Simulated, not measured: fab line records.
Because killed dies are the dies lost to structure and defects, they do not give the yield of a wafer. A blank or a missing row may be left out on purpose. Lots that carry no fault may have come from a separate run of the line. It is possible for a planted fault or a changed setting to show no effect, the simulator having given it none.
Which tool is to blame?	flow sky130	route of 708 steps, sampled at 1 step: 6 lots, 18 wafers

== WHAT THE GAUGES SHOWED, per wafer ==
SKY_VIA2_BOW_MEAS_03.
lot	measured	on	VIA2_BOW (um)
L357	day 37 14:38	filmMetro-02	89 92 84
L358	day 37 17:31	filmMetro-03	101 84 79
L366	day 39 21:08	filmMetro-02	94 93 91
L368	day 40 12:30	filmMetro-03	80 75 61
L370	day 41 11:45	filmMetro-02	82 79 79
L372	day 41 15:10	filmMetro-03	81 92 87

== EACH LOT AND THE TOOL THAT RAN IT (in order: tool; ch and the chambers of the sampled wafers; start) ==
There is no process step in the record ahead of these readings.

== THE ANSWER, worked out from the rows above alone ==
Rule: usual is defined by the lots themselves. The widest of any qualifying gaps counts: lots, ordered by their means at a reading, are off when they make up no more than a third of the lots, leave a main group of 4 or more, and stand apart from it by 3 or more times the standard deviation of that group's means. If all means in a main group match to the digits the tables above print for the reading, that group is not used. A lot without any number at a reading at which 4 lots or more have one is off too. The other lots that the step has rows for count as sound.
No lot is off on any of the readings shown, so nothing can be concluded from this.

== WHAT THE SIMULATOR HAD INSERTED ==
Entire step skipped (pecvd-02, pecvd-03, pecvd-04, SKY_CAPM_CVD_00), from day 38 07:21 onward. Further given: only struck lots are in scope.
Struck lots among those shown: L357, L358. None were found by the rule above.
